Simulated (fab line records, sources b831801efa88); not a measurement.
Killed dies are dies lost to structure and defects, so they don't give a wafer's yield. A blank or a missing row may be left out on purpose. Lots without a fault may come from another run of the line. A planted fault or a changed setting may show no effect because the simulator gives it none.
Which tool did it? | flow gf180mcu | 24 lots, 72 wafers sampled, at 5 steps of a route of 602

WHAT THE GAUGES READ, wafer by wafer
GF_TOP_METAL_CD_MEAS_14: target cd 440 nm. Usual: cd_nm 440.9 nm, standard deviation 2.2.
lot  | measured     | on        | cd_nm (nm)        | flag
L074 | day 27 22:59 | cd_sem-02 | 445.1 444.8 446.2 |
L075 | day 28 10:08 | cd_sem-02 | 441.9 439.8 442.9 |
L076 | day 28 18:46 | cd_sem-02 | 438.8 440.0 438.9 |
L077 | day 28 22:29 | cd_sem-01 | 444.3 442.2 442.0 |
L078 | day 29 10:50 | cd_sem-02 | 443.1 441.2 441.6 |
L079 | day 29 16:53 | cd_sem-01 | 439.4 438.6 438.3 |
L080 | day 29 19:37 | cd_sem-02 | 440.7 440.6 440.0 |
L081 | day 30 12:55 | cd_sem-02 | 438.8 438.7 438.2 |
L082 | day 30 13:54 | cd_sem-01 | 445.8 444.1 443.7 |
L083 | day 30 17:11 | cd_sem-02 | 441.6 438.3 442.7 |
L084 | day 31 05:34 | cd_sem-02 | 442.9 443.4 443.1 |
L085 | day 31 12:08 | cd_sem-01 | 440.2 442.8 442.1 |
L086 | day 31 16:16 | cd_sem-02 | 438.6 439.6 438.6 |
L087 | day 31 21:50 | cd_sem-01 | 439.8 440.3 438.6 |
L088 | day 32 08:05 | cd_sem-02 | 442.7 442.8 442.4 |
L089 | day 32 12:53 | cd_sem-01 | 441.5 442.2 444.0 |
L090 | day 32 15:49 | cd_sem-02 | 440.5 438.5 438.9 |
L091 | day 33 00:48 | cd_sem-01 | 440.0 437.3 441.7 |
L092 | day 33 04:37 | cd_sem-02 | 441.2 439.5 440.1 |
L093 | day 33 08:01 | cd_sem-01 | 443.2 443.1 440.3 |
L094 | day 33 10:29 | cd_sem-01 | 441.9 439.6 440.3 |
L095 | day 33 21:25 | cd_sem-01 | 438.8 437.3 438.8 |
L096 | day 34 04:02 | cd_sem-01 | 440.7 439.8 439.4 |
L097 | day 34 07:26 | cd_sem-01 | 439.2 438.6 440.3 |

WHICH TOOL RAN EACH LOT (tool, then ch and the chambers of the sampled wafers, then the start)
lot  | GF_M3_METAL_ETCH_16               | GF_MIM_SPUTTER_09            | GF_V5_CMP_04                  | GF_V5_CMP_26
L074 | rie_metal-04 ch 0,1, day 21 00:36 | pvd_sputter-03, day 24 06:53 | cmp-02 ch 0,3, day 26 04:10   | cmp-02 ch 0,1,2, day 27 02:19
L075 | rie_metal-01 ch 0,1, day 21 16:18 | pvd_sputter-03, day 24 20:08 | cmp-01 ch 0,3, day 26 15:56   | cmp-01 ch 0,3, day 27 13:45
L076 | rie_metal-04 ch 0,1, day 22 01:40 | pvd_sputter-03, day 25 05:58 | cmp-01 ch 1,2,3, day 27 00:32 | cmp-01 ch 0,2,3, day 27 22:20
L077 | rie_metal-01 ch 0,1, day 22 06:07 | pvd_sputter-04, day 25 10:07 | cmp-01 ch 1,3, day 27 05:01   | cmp-01 ch 1,2,3, day 28 02:41
L078 | rie_metal-04 ch 0,1, day 22 22:09 | pvd_sputter-04, day 25 22:43 | cmp-02 ch 1,3, day 27 16:59   | cmp-01 ch 1,2, day 28 14:43
L079 | rie_metal-04 ch 0, day 23 05:10   | pvd_sputter-04, day 26 05:22 | cmp-01 ch 1,2, day 27 23:56   | cmp-01 ch 0,2,3, day 28 21:41
L080 | rie_metal-03 ch 0, day 23 08:49   | pvd_sputter-01, day 26 09:26 | cmp-01 ch 1,2, day 28 02:59   | cmp-01 ch 0,1,3, day 29 00:26
L081 | rie_metal-04 ch 0,1, day 24 05:53 | pvd_sputter-04, day 27 03:47 | cmp-02 ch 1,2, day 28 21:08   | cmp-02 ch 2,3, day 29 18:12
L082 | rie_metal-01 ch 0,1, day 24 06:26 | pvd_sputter-03, day 27 04:44 | cmp-01 ch 1,2,3, day 28 22:02 | cmp-02 ch 1,2,3, day 29 18:40
L083 | rie_metal-01 ch 0,1, day 24 11:09 | pvd_sputter-03, day 27 08:34 | cmp-01 ch 0,1,3, day 29 02:08 | cmp-01 ch 0,1,3, day 29 22:38
L084 | rie_metal-03 ch 0,1, day 25 03:13 | pvd_sputter-01, day 27 23:07 | cmp-01 ch 2,3, day 29 14:44   | cmp-01 ch 0,3, day 30 10:42
L085 | rie_metal-01 ch 0,1, day 25 09:38 | pvd_sputter-04, day 28 05:44 | cmp-01 ch 0,3, day 29 22:03   | cmp-01 ch 0,1, day 30 17:43
L086 | rie_metal-03 ch 0,1, day 25 17:06 | pvd_sputter-04, day 28 11:56 | cmp-02 ch 0,2, day 30 03:06   | cmp-02 ch 0,1, day 30 22:29
L087 | rie_metal-03 ch 0,1, day 26 00:13 | pvd_sputter-01, day 28 18:57 | cmp-02 ch 1,2,3, day 30 09:05 | cmp-01 ch 0,1,3, day 31 04:22
L088 | rie_metal-01 ch 0,1, day 26 10:12 | pvd_sputter-03, day 29 04:18 | cmp-02 ch 1,3, day 30 19:14   | cmp-01 ch 0,1,2, day 31 14:11
L089 | rie_metal-01 ch 0, day 26 17:28   | pvd_sputter-03, day 29 10:14 | cmp-02 ch 0,1,3, day 31 00:17 | cmp-01 ch 0,1,3, day 31 19:41
L090 | rie_metal-04 ch 0,1, day 26 21:04 | pvd_sputter-03, day 29 14:17 | cmp-02 ch 0,1,3, day 31 04:02 | cmp-02 ch 0,1,2, day 31 23:19
L091 | rie_metal-04 ch 1, day 27 05:52   | pvd_sputter-01, day 29 23:16 | cmp-02 ch 1,2,3, day 31 12:47 | cmp-01 ch 2,3, day 32 09:19
L092 | rie_metal-04 ch 0,1, day 27 11:22 | pvd_sputter-03, day 30 03:27 | cmp-01 ch 2,3, day 31 17:22   | cmp-01 ch 0,1,2, day 32 13:19
L093 | rie_metal-03 ch 0,1, day 27 17:01 | pvd_sputter-01, day 30 08:22 | cmp-01 ch 0,2,3, day 31 21:02 | cmp-01 ch 0,2,3, day 32 16:19
L094 | rie_metal-04 ch 0,1, day 27 22:12 | pvd_sputter-03, day 30 14:37 | cmp-01 ch 0,3, day 32 02:40   | cmp-01 ch 0,2,3, day 32 19:24
L095 | rie_metal-03 ch 0,1, day 28 07:55 | pvd_sputter-03, day 30 23:01 | cmp-01 ch 0,2,3, day 32 12:34 | cmp-01 ch 0,1,3, day 33 06:23
L096 | rie_metal-01 ch 0,1, day 28 16:21 | pvd_sputter-03, day 31 05:55 | cmp-01 ch 0,2,3, day 32 17:04 | cmp-01 ch 1,2,3, day 33 12:23
L097 | rie_metal-01 ch 0,1, day 28 22:11 | pvd_sputter-03, day 31 11:56 | cmp-01 ch 2,3, day 32 21:55   | cmp-01 ch 1,2,3, day 33 16:05
- GF_M3_METAL_ETCH_16: etches the open film in Cl2/BCl3, stops on SiO2, target depth 627.5 nm, time 104.6 s.
- GF_MIM_SPUTTER_09: material TiN, target thk 35 nm, time 29.2 s.
- GF_V5_CMP_04: polishes SiO2.
- GF_V5_CMP_26: polishes, stops on SiO2, t overpolish 15 s, target thk 0 nm.

WHAT THE TOOLS THEMSELVES READ (means of the sampled wafers that have a number; where no wafer has one, the mark that the record gives instead)
GF_M3_METAL_ETCH_16. Usual: drypump_motor_current_A 5.6 A, standard deviation 0.51; oes_product_au 0.971 a.u., standard deviation 0.0066; throttle_valve_pct 28.252 %, standard deviation 0.01.
lot  | tool         | drypump_motor_current_A (A) | oes_product_au (a.u.) | throttle_valve_pct (%) | flag
L074 | rie_metal-04 | 5.1                         | 0.974                 | 28.250                 |
L075 | rie_metal-01 | 5.8                         | 0.971                 | 28.251                 |
L076 | rie_metal-04 | 5.2                         | 0.975                 | 28.246                 |
L077 | rie_metal-01 | 5.7                         | 0.964                 | 28.258                 |
L078 | rie_metal-04 | 5.1                         | 0.960                 | 28.256                 |
L079 | rie_metal-04 | 5.4                         | 0.978                 | 28.252                 |
L080 | rie_metal-03 | 6.7                         | 0.970                 | 28.249                 |
L081 | rie_metal-04 | 5.3                         | 0.983                 | 28.238                 |
L082 | rie_metal-01 | 5.7                         | 0.969                 | 28.252                 |
L083 | rie_metal-01 | 5.7                         | 0.975                 | 28.247                 |
L084 | rie_metal-03 | 6.3                         | 0.974                 | 28.260                 |
L085 | rie_metal-01 | 5.8                         | 0.975                 | 28.258                 |
L086 | rie_metal-03 | 5.8                         | 0.970                 | 28.251                 |
L087 | rie_metal-03 | 5.8                         | 0.967                 | 28.250                 |
L088 | rie_metal-01 | 5.7                         | 0.973                 | 28.253                 |
L089 | rie_metal-01 | 5.7                         | 0.969                 | 28.239                 |
L090 | rie_metal-04 | 5.1                         | 0.972                 | 28.254                 |
L091 | rie_metal-04 | 5.0                         | 0.966                 | 28.247                 |
L092 | rie_metal-04 | 5.3                         | 0.975                 | 28.248                 |
L093 | rie_metal-03 | 5.8                         | 0.966                 | 28.265                 |
L094 | rie_metal-04 | 5.1                         | 0.970                 | 28.252                 |
L095 | rie_metal-03 | 6.3                         | 0.968                 | 28.251                 |
L096 | rie_metal-01 | 5.8                         | 0.970                 | 28.259                 |
L097 | rie_metal-01 | 5.7                         | 0.976                 | 28.244                 |

GF_MIM_SPUTTER_09. Usual: chamber_pressure_pa 0.3999 Pa, standard deviation 0.00074; throttle_valve_pct 29.8 %, standard deviation 1.1.
lot  | tool           | chamber_pressure_pa (Pa) | throttle_valve_pct (%) | flag
L074 | pvd_sputter-03 | 0.4004                   | 29.6                   |
L075 | pvd_sputter-03 | 0.4002                   | 30.7                   |
L076 | pvd_sputter-03 | 0.3998                   | 30.1                   |
L077 | pvd_sputter-04 | 0.3993                   | 29.9                   |
L078 | pvd_sputter-04 | 0.4000                   | 30.1                   |
L079 | pvd_sputter-04 | 0.3989                   | 29.0                   |
L080 | pvd_sputter-01 | 0.4003                   | 29.1                   |
L081 | pvd_sputter-04 | 0.4001                   | 31.0                   |
L082 | pvd_sputter-03 | 0.4002                   | 30.7                   |
L083 | pvd_sputter-03 | 0.4002                   | 29.6                   |
L084 | pvd_sputter-01 | 0.3987                   | 29.5                   |
L085 | pvd_sputter-04 | 0.3987                   | 29.0                   |
L086 | pvd_sputter-04 | 0.4003                   | 29.2                   |
L087 | pvd_sputter-01 | 0.4000                   | 29.4                   |
L088 | pvd_sputter-03 | 0.3998                   | 29.9                   |
L089 | pvd_sputter-03 | 0.4000                   | 30.6                   |
L090 | pvd_sputter-03 | 0.4006                   | 29.2                   |
L091 | pvd_sputter-01 | 0.4001                   | 29.0                   |
L092 | pvd_sputter-03 | 0.4004                   | 30.0                   |
L093 | pvd_sputter-01 | 0.4004                   | 29.0                   |
L094 | pvd_sputter-03 | 0.4001                   | 31.0                   |
L095 | pvd_sputter-03 | 0.4001                   | 29.6                   |
L096 | pvd_sputter-03 | 0.4002                   | 30.1                   |
L097 | pvd_sputter-03 | 0.3992                   | 30.3                   |

GF_V5_CMP_04. Usual: motor_current_A 11.7 A, standard deviation 1.2; slurry_flow_ml_min 150.0, standard deviation 0.51.
lot  | tool   | motor_current_A (A) | slurry_flow_ml_min | flag
L074 | cmp-02 | 12.6                | 149.8              |
L075 | cmp-01 | 10.8                | 150.9              |
L076 | cmp-01 | 11.8                | 150.1              |
L077 | cmp-01 | 11.6                | 149.4              |
L078 | cmp-02 | 11.2                | 149.6              |
L079 | cmp-01 | 12.8                | 150.3              |
L080 | cmp-01 | 12.4                | 150.0              |
L081 | cmp-02 | 11.8                | 149.8              |
L082 | cmp-01 | 11.7                | 150.5              |
L083 | cmp-01 | 11.9                | 150.4              |
L084 | cmp-01 | 11.0                | 150.2              |
L085 | cmp-01 | 10.9                | 149.9              |
L086 | cmp-02 | 12.9                | 150.1              |
L087 | cmp-02 | 11.6                | 150.3              |
L088 | cmp-02 | 11.0                | 149.6              |
L089 | cmp-02 | 12.3                | 150.0              |
L090 | cmp-02 | 12.0                | 149.7              |
L091 | cmp-02 | 11.4                | 150.3              |
L092 | cmp-01 | 10.8                | 150.1              |
L093 | cmp-01 | 11.1                | 150.0              |
L094 | cmp-01 | 10.9                | 149.9              |
L095 | cmp-01 | 10.9                | 150.2              |
L096 | cmp-01 | 10.9                | 150.0              |
L097 | cmp-01 | 11.4                | 150.3              |

GF_V5_CMP_26. Usual: motor_current_A 10.7 A, standard deviation 1.1; overpolish_run_s 15.000 s, standard deviation 0.0084; slurry_flow_ml_min 150.1, standard deviation 0.5; time_to_endpoint_s 83.6 s, standard deviation 2.8.
lot  | tool   | motor_current_A (A) | overpolish_run_s (s) | slurry_flow_ml_min | time_to_endpoint_s (s) | flag
L074 | cmp-02 | 11.7                | 15.005               | 149.9              | 82.9                   |
L075 | cmp-01 | 9.8                 | 14.999               | 150.3              | 79.2                   |
L076 | cmp-01 | 10.4                | 14.995               | 150.6              | 82.1                   |
L077 | cmp-01 | 10.9                | 15.003               | 150.5              | 82.6                   |
L078 | cmp-01 | 11.8                | 15.004               | 149.4              | 81.4                   |
L079 | cmp-01 | 9.6                 | 14.997               | 150.3              | 86.6                   |
L080 | cmp-01 | 10.6                | 15.002               | 150.3              | 85.6                   |
L081 | cmp-02 | 10.5                | 15.001               | 149.7              | 88.4                   |
L082 | cmp-02 | 10.7                | 14.994               | 150.2              | 84.1                   |
L083 | cmp-01 | 10.8                | 14.996               | 149.8              | 83.5                   |
L084 | cmp-01 | 9.8                 | 15.001               | 149.9              | 84.3                   |
L085 | cmp-01 | 11.3                | 14.999               | 150.2              | 82.6                   |
L086 | cmp-02 | 12.0                | 14.992               | 150.0              | 85.8                   |
L087 | cmp-01 | 10.2                | 15.004               | 149.8              | 84.7                   |
L088 | cmp-01 | 11.1                | 14.990               | 149.8              | 82.3                   |
L089 | cmp-01 | 10.7                | 14.990               | 150.0              | 83.0                   |
L090 | cmp-02 | 11.7                | 14.999               | 150.2              | 84.3                   |
L091 | cmp-01 | 10.5                | 14.993               | 150.2              | 83.7                   |
L092 | cmp-01 | 10.6                | 15.002               | 149.8              | 86.8                   |
L093 | cmp-01 | 9.8                 | 14.999               | 150.3              | 84.8                   |
L094 | cmp-01 | 10.3                | 14.999               | 149.9              | 83.5                   |
L095 | cmp-01 | 10.3                | 15.012               | 150.5              | 81.8                   |
L096 | cmp-01 | 10.7                | 15.007               | 150.0              | 82.9                   |
L097 | cmp-01 | 11.1                | 15.000               | 149.7              | 81.2                   |

THE ANSWER, worked out from the rows above alone
Rule: a lot is off if the mean of its wafers that have a number lies more than 3 standard deviations from the usual mean. A lot without any number at a reading at which 4 lots or more have one is off too. The other lots that the step has rows for count as sound. The gauges are gone through in route order, then the tools' own readings, and for those a lot's mean is taken as printed above. The first step at which some lot is off is used, and at that step the reading that is off furthest; a lot without a number counts as furthest.
No lot is off at any reading shown: from this, nothing can be told.

WHAT THE SIMULATOR HAD PUT IN
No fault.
